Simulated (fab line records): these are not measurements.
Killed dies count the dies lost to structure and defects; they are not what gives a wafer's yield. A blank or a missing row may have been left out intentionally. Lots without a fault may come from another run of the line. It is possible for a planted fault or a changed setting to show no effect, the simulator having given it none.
Which tool is to blame? || flow sky130 || at 1 step of a route of 708, 7 lots with 21 wafers sampled

## WHAT EACH GAUGE READ, for each wafer
SKY_GATE_OXIDE_OVL_MEAS_10.
{"lot": "L699", "measured": "day 14 17:05", "on": "overlay-02", "GATE_OXIDE_OVL (nm)": "1.3 0.3 0.5"}
{"lot": "L702", "measured": "day 15 14:08", "on": "overlay-01", "GATE_OXIDE_OVL (nm)": "-1.6 -1.4 -1.8"}
{"lot": "L709", "measured": "day 18 19:07", "on": "overlay-02", "GATE_OXIDE_OVL (nm)": "1.4 0.3 0.8"}
{"lot": "L715", "measured": "day 20 00:02", "on": "overlay-02", "GATE_OXIDE_OVL (nm)": "1.4 1.9 0.7"}
{"lot": "L716", "measured": "day 20 10:19", "on": "overlay-02", "GATE_OXIDE_OVL (nm)": "-1.2 -0.3 0.4"}
{"lot": "L718", "measured": "day 21 05:38", "on": "overlay-01", "GATE_OXIDE_OVL (nm)": "-2.6 -1.7 -1.3"}
{"lot": "L720", "measured": "day 22 21:32", "on": "overlay-02", "GATE_OXIDE_OVL (nm)": "-0.8 -2.0 0.2"}

## WHICH TOOL RAN EACH LOT (tool, then ch and the chambers of the sampled wafers, then the start)
Record: no process step prior to these readings.

## THE ANSWER, worked out from the rows above alone
Rule: the usual values come from the lots themselves. Put in order of their means at a reading, lots are off if they are a third of the lots or fewer, leave a main group of 4 or more, and stand apart from it by a gap of 3 or more times the standard deviation of the main group's means; of several such gaps the widest counts. A main group whose means are all the same, to the digits that the tables above print for the reading, isn't used. A lot without any number at a reading at which 4 lots or more have one is off too. Where the step has rows for the other lots, those lots are counted as sound.
Nothing can be told from this: no lot is off at any reading shown.

## WHAT THE SIMULATOR HAD PUT IN
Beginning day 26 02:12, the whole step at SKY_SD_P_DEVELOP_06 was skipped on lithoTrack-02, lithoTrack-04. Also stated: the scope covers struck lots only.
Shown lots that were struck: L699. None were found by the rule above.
